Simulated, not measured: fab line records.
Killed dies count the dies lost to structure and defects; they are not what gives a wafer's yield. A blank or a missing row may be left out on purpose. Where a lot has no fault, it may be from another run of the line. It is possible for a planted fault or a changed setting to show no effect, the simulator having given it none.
fab line records    flow sfqLine
[record] lots = 7  wafers = 21  lastDay = 92
route steps=325 shown C5@240 M6@251
lots untouched by any fault: they come from a run of this same line in which no faults occurred
startH: the number of hours between the record's first day and the start of the first shown wafer of the lot    waitH: hours since the lot's step before    " repeats the value in the row above    L1.1+2: a single row standing in for several wafers    - value missing, or start not given    * or withheld: withheld    < > ~ a bound
route shown NAME@n: a module of which the file shows steps, and the number in the route of the first    usual: average and standard deviation across the fault-free wafers    same: alike in all rows    chamber/n: place in a boat    sites: each site's reading    _std_site: the values' standard deviation    _edge_site: outer sites' mean less inner sites'    radiusMm: how far each site lies from the wafer's centre    mask NAME#n: copy n    behind: the last tool/chamber to shape the wafer    hold: reason for holding the lot/hours on hold/outcome of the hold    device: whichever transistor did not switch (one of n, p or np)    end of line: the same wafers' tests at the end of the route    where a step has no rows: the recipe by itself    killed: count of dies lost to structure and defects at first sort (not the wafer's yield)    map: dies across one wafer; x = killed, . = not, _ = none there
set.NAME: the setting as run; set.NAME@STEP: as run at that earlier step    model.NAME: the simulator's own value behind a step, which no gauge read
a table for each step, a row for each wafer; lots at some steps of the route
services: from which hour (startH, from the record's first day; less than 0 if before it) a tool's chamber was out of use, for how many hours, and why
[[steps]]
[step SFQ_TRILAYER_C5_LITHO_COAT_156]
[recipe] resist = BARC  spinRpm = 3000  resistThkNm = 62
[step SFQ_TRILAYER_C5_LITHO_COAT_151]
[recipe] resist = KrF  spinRpm = 3000  resistThkNm = 650
[step SFQ_TRILAYER_C5_LITHO_SOFTBAKE_155]
[recipe] tempC = withheld  timeS = withheld  resist = KrF
[step SFQ_TRILAYER_C5_LITHO_EXPOSE_152]
[recipe] maskId = C5  na = 0.6  sourceShape = conventional  sigmaOuter = 0.65  targetCdNm = 500  doseMj = 21.3
[step SFQ_TRILAYER_C5_LITHO_PEB_154]
[recipe] pebTempC = 115  pebTimeS = 60  resist = KrF
[step SFQ_TRILAYER_C5_LITHO_DEVELOP_153]
[recipe] timeS = 60  resist = KrF
[step SFQ_C5_OVL_MEAS_937]
[usual] C5_OVL = 2/6
lot.wafer  tool        chamber  startH   waitH  C5_OVL[nm]
L283.1     overlay-02  -        1753.59  0.1    14
L283.2     "           -        "        "      6
L283.6     "           -        "        "      10
L285.2     overlay-02  -        1772.78  0.1    1
L285.5     "           -        "        "      -4
L285.6     "           -        "        "      -1
L293.2     overlay-02  -        1793.93  0.1    -3
L293.3     "           -        "        "      -1
L293.5     "           -        "        "      -1
L294.1     overlay-02  -        1796.32  0.1    0
L294.2     "           -        "        "      1
L294.4     "           -        "        "      8
L297.1     overlay-01  -        1865.71  0.1    -11
L297.2     "           -        "        "      -9
L297.6     "           -        "        "      -12
L302.2     overlay-02  -        2019.88  0.1    -6
L302.3     "           -        "        "      -2
L302.5     "           -        "        "      -3
L303.1     overlay-02  -        2024.67  0.1    -1
L303.2     "           -        "        "      1
L303.4     "           -        "        "      -9
[step SFQ_TRILAYER_C5_BARC_OPEN_VIA_ETCH_210]
[recipe] maskMaterial = PR  chemistry = O2  targetDepthNm = 125  target = BARC  sourceW = 500  biasW = 80  pressureMtorr = 30  timeS = 41.7
[usual] chamberPressureMTorr = 30.002/0.027  drypumpMotorCurrentA = 5.8/0.46  oesProductAu = 0.685/0.0041  rfFwdPowerW = 493.7/2.7
lot.wafer  tool        chamber  startH   waitH  chamberPressureMTorr  drypumpMotorCurrentA  oesProductAu  rfFwdPowerW  rfHoursCounterH
L283.1     rieDiel-01  1        1753.63  0.0    30.028                6.7                   0.678         493.7        0
L283.2     "           3        "        "      30.018                6.3                   0.682         492.0        2
L283.6     "           1        "        "      29.986                6.7                   0.685         495.2        -
L285.2     rieDiel-02  2        1772.81  0.0    30.012                6.0                   0.683         497.1        0
L285.5     "           0        "        "      29.986                5.6                   0.689         495.7        -
L285.6     "           3        "        "      30.034                5.2                   0.690         491.1        -
L293.2     rieDiel-04  3        1793.96  0.0    29.994                6.1                   0.694         495.7        10
L293.3     "           0        "        "      29.996                5.8                   0.685         493.5        3
L293.5     "           1        "        "      29.974                6.1                   0.686         487.7        -
L294.1     rieDiel-02  3        1796.36  0.0    29.962                5.2                   0.685         492.2        4
L294.2     "           1        "        "      30.016                4.8                   0.683         494.3        14
L294.4     "           0        "        "      29.996                5.7                   0.686         496.8        18
L297.1     rieDiel-02  2        1865.75  0.0    29.988                6.0                   0.681         495.4        1
L297.2     "           1        "        "      30.014                4.8                   0.682         496.0        14
L297.6     "           1        "        "      29.977                4.8                   0.683         493.4        -
L302.2     rieDiel-04  1        2019.91  0.0    29.965                6.0                   0.681         493.6        1
L302.3     "           0        "        "      29.996                5.8                   0.686         494.8        5
L302.5     "           0        "        "      29.976                5.8                   0.681         493.2        -
L303.1     rieDiel-04  0        2024.71  0.0    29.971                5.8                   0.676         495.1        5
L303.2     "           2        "        "      29.971                5.1                   0.688         496.9        12
L303.4     "           1        "        "      30.000                6.1                   0.683         489.9        1
[step SFQ_TRILAYER_C5_ETCH_VIA_ETCH_154]
[recipe] target = SiO2  maskMaterial = PR  chemistry = CHF3  targetDepthNm = 84  sourceW = 500  biasW = 80  pressureMtorr = 30  timeS = withheld  stopOn = Nb
[usual] chamberPressureMTorr = 30.000/0.026  drypumpMotorCurrentA = 5.8/0.46  oesProductAu = 0.896/0.0082  rfFwdPowerW = 495.0/2.3
lot.wafer  tool        chamber  startH   waitH  chamberPressureMTorr  drypumpMotorCurrentA  oesProductAu  rfFwdPowerW
L283.1     rieDiel-01  1        1753.67  0.0    29.979                6.7                   0.898         494.6
L283.2     "           3        "        "      30.025                6.3                   0.893         493.9
L283.6     "           1        "        "      30.041                6.7                   0.899         495.7
L285.2     rieDiel-02  2        1772.85  0.0    29.986                6.0                   0.888         496.5
L285.5     "           0        "        "      29.983                5.6                   0.899         496.7
L285.6     "           3        "        "      30.005                5.2                   0.909         493.3
L293.2     rieDiel-04  3        1794.00  0.0    30.022                6.1                   0.894         496.2
L293.3     "           0        "        "      30.023                5.8                   0.894         496.2
L293.5     "           1        "        "      30.023                6.1                   0.906         492.9
L294.1     rieDiel-02  3        1796.40  0.0    30.045                5.2                   0.892         492.2
L294.2     "           1        "        "      30.035                4.9                   0.895         498.9
L294.4     "           0        "        "      29.996                5.6                   0.904         492.7
L297.1     rieDiel-02  2        1865.79  0.0    30.057                6.0                   0.886         498.7
L297.2     "           1        "        "      29.990                4.8                   0.885         497.2
L297.6     "           1        "        "      29.963                4.8                   0.890         495.2
L302.2     rieDiel-04  1        2019.95  0.0    30.057                6.1                   0.894         490.2
L302.3     "           0        "        "      30.001                5.8                   0.900         495.1
L302.5     "           0        "        "      29.986                5.8                   0.901         494.0
L303.1     rieDiel-04  0        2024.75  0.0    30.002                5.8                   0.886         496.9
L303.2     "           2        "        "      29.999                5.1                   0.885         500.3
L303.4     "           1        "        "      29.934                6.0                   0.897         488.8
[step SFQ_TRILAYER_C5_STRIP_STRIP_155]
[recipe] gas = O2  powerW = 200  platenTempC = 40  overashFraction = 0.65  chemistry = O2  pressureMtorr = 50
[usual] chamberPressureMTorr = 50.01/0.044  drypumpMotorCurrentA = 5.6/0.3  oesProductAu = 1.000/0.0078  platenTempC = 39.99/0.1
lot.wafer  tool         chamber  startH   waitH  chamberPressureMTorr  drypumpMotorCurrentA  oesProductAu  platenTempC  rfHoursCounterH
L283.1     rieMetal-01  1        1753.71  -      49.97                 5.7                   1.002         40.06        71
L283.2     "            1        "        "      50.09                 5.7                   0.994         40.04        -
L283.6     "            1        "        "      50.04                 5.7                   1.000         39.83        -
L285.2     rieMetal-04  1        1772.89  -      50.02                 5.4                   1.006         39.97        50
L285.5     "            0        "        "      49.93                 5.2                   1.000         39.94        -
L285.6     "            1        "        "      49.98                 5.3                   0.999         39.97        -
L293.2     rieMetal-04  0        1794.04  -      50.02                 5.2                   1.002         40.10        68
L293.3     "            0        "        "      50.03                 5.2                   0.992         40.09        -
L293.5     "            1        "        "      50.06                 5.3                   1.013         40.04        -
L294.1     rieMetal-04  0        1796.44  -      49.98                 5.2                   0.994         40.09        69
L294.2     "            1        "        "      49.93                 5.3                   0.997         39.92        54
L294.4     "            1        "        "      50.01                 5.3                   0.998         40.02        -
L297.1     rieMetal-04  0        1865.83  -      50.00                 5.2                   0.992         40.24        78
L297.2     "            1        "        "      49.97                 5.3                   0.998         39.87        63
L297.6     "            0        "        "      49.98                 5.2                   0.999         40.05        -
L302.2     rieMetal-04  1        2020.00  -      50.01                 5.3                   0.987         39.79        79
L302.3     "            0        "        "      50.02                 5.2                   1.001         39.86        -
L302.5     "            1        "        "      49.95                 5.3                   0.987         40.08        -
L303.1     rieMetal-01  1        2024.80  -      49.99                 5.7                   1.012         40.11        113
L303.2     "            0        "        "      50.04                 5.8                   1.010         39.99        38
L303.4     "            0        "        "      50.00                 5.8                   1.009         40.09        -
[step SFQ_TRILAYER_C5_STRIP_SOLV_CLEAN_156]
[recipe] chemistry = NMP  tempC = 70  timeS = 600
[step SFQ_TRILAYER_M6_DEP_PRE_CLEAN_158]
[recipe] gas = Ar  timeS = 22.5  biasV = 250
[step SFQ_TRILAYER_M6_DEP_SPUTTER_157]
[recipe] material = Nb  basePressurePa = 1.33e-06  chamberPressurePa = 0.1333  substrateTempC = 20  targetThkNm = 200  powerW = 2000  timeS = 133.3
[usual] throttleValvePct = 29.9/0.9
lot.wafer  tool           chamber  startH   waitH  throttleValvePct
L283.1     pvdSputter-03  -        1755.12  0.0    29.5
L283.2     "              -        "        "      30.9
L283.6     "              -        "        "      31.7
L285.2     pvdSputter-04  -        1773.70  0.0    29.3
L285.5     "              -        "        "      29.1
L285.6     "              -        "        "      28.8
L293.2     pvdSputter-03  -        1794.85  0.0    29.8
L293.3     "              -        "        "      31.4
L293.5     "              -        "        "      31.8
L293.2     pvdSputter-03  -        1795.11  0.2    29.4
L293.3     "              -        "        "      31.0
L293.5     "              -        "        "      31.8
L294.1     pvdSputter-04  -        1797.26  0.0    29.3
L294.2     "              -        "        "      30.5
L294.4     "              -        "        "      28.9
L294.1     pvdSputter-04  -        1797.52  0.2    29.1
L294.2     "              -        "        "      30.8
L294.4     "              -        "        "      28.7
L297.1     pvdSputter-05  -        1866.64  0.0    30.6
L297.2     "              -        "        "      29.6
L297.6     "              -        "        "      30.4
L297.1     pvdSputter-05  -        1866.90  0.2    30.4
L297.2     "              -        "        "      29.9
L297.6     "              -        "        "      30.4
L302.2     pvdSputter-04  -        2020.80  0.0    29.3
L302.3     "              -        "        "      30.7
L302.5     "              -        "        "      28.7
L303.1     pvdSputter-03  -        2025.78  0.0    30.8
L303.2     "              -        "        "      31.7
L303.4     "              -        "        "      29.7
[step SFQ_M6_RS_MEAS_938]
[recipe] thkMeasGauge = four-point-probe  reads = Nb_of_TRILAYER_M6_DEP_SPUTTER_157
[usual] M6_NB_RS = 0.886/0.0099
lot.wafer  tool          chamber  startH   waitH  M6_NB_RS[ohm/sq]
L283.1     filmMetro-03  -        1755.21  0.0    0.889
L283.2     "             -        "        "      0.894
L283.6     "             -        "        "      0.891
L285.2     filmMetro-01  -        1773.81  0.1    0.875
L285.5     "             -        "        "      0.880
L285.6     "             -        "        "      0.870
L293.2     filmMetro-03  -        1795.22  0.1    0.444
L293.3     "             -        "        "      0.445
L293.5     "             -        "        "      0.446
L293.2     filmMetro-03  -        1795.50  0.3    0.443
L293.3     "             -        "        "      0.446
L293.5     "             -        "        "      0.447
L294.1     filmMetro-03  -        1797.61  0.0    0.438
L294.2     "             -        "        "      0.433
L294.4     "             -        "        "      0.436
L294.1     filmMetro-03  -        1797.90  0.3    0.438
L294.2     "             -        "        "      0.434
L294.4     "             -        "        "      0.435
L297.1     filmMetro-03  -        1866.99  0.0    0.436
L297.2     "             -        "        "      0.438
L297.6     "             -        "        "      0.435
L297.1     filmMetro-03  -        1867.27  0.3    0.436
L297.2     "             -        "        "      0.438
L297.6     "             -        "        "      0.437
L302.2     filmMetro-04  -        2020.91  0.1    0.899
L302.3     "             -        "        "      0.888
L302.5     "             -        "        "      0.888
L303.1     filmMetro-04  -        2025.87  0.0    0.903
L303.2     "             -        "        "      0.908
L303.4     "             -        "        "      0.894
[[services]]
tool           chamber  startH   hours  kind
pvdSputter-03  -        1735.04  8.3    repair
rieDiel-04     0        1753.81  6.9    repair
rieDiel-04     2        1758.50  37.5   repair
rieMetal-01    -        1767.01  1.8    repair
rieDiel-04     -        1808.57  0.4    repair
rieDiel-04     3        1836.65  1.6    repair
rieMetal-01    -        1850.55  1.1    repair
rieDiel-01     1        1867.38  5.9    repair
rieMetal-04    -        1869.37  1.4    pm
rieDiel-02     0        1870.23  10.4   repair
rieDiel-02     2        1873.80  9.2    repair
rieDiel-04     -        1875.12  14.6   pm
pvdSputter-04  -        1875.46  1.8    repair
rieDiel-02     0        1883.05  -      clean
rieDiel-02     0        1883.05  14.5   scheduledDown
rieDiel-02     0        1883.05  14.5   ventCycle
pvdSputter-04  -        1898.91  5.6    repair
pvdSputter-04  -        1905.33  1.7    repair
rieDiel-01     -        1915.91  2.8    pm
rieDiel-04     0        1928.38  4.9    repair
rieDiel-04     2        1938.07  8.6    repair
rieDiel-02     1        1953.39  7.5    repair
rieDiel-02     1        1987.66  1.6    repair
rieDiel-04     1        2001.16  6.3    repair
[[key]]
[firstSign] step = SFQ_TRILAYER_M6_DEP_SPUTTER_157  reading = visit  direction = added
[effect] step = SFQ_M6_RS_MEAS_938  reading = visit  direction = added
[effect] step = SFQ_M6_RS_MEAS_938  reading = M6_NB_RS  direction = down  sigmas = 45  usual = 0.886  struck = 0.439
metAt SFQ_TRILAYER_M6_DEP_SPUTTER_157
struckWafers L293.2,L293.3,L293.5,L294.1,L294.2,L294.4,L297.1,L297.2,L297.6
scrappedBehind SFQ_M6_RS_MEAS_938 L293.2,L293.3,L293.5,L294.1,L294.2,L294.4,L297.1,L297.2,L297.6
[fault] kind = repeatedStepWhole  tool = pvdSputter-03,pvdSputter-04,pvdSputter-05  chamber = -  onsetH = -  steps = SFQ_TRILAYER_M6_DEP_SPUTTER_157  times = 1  scope = struckLotsOnly
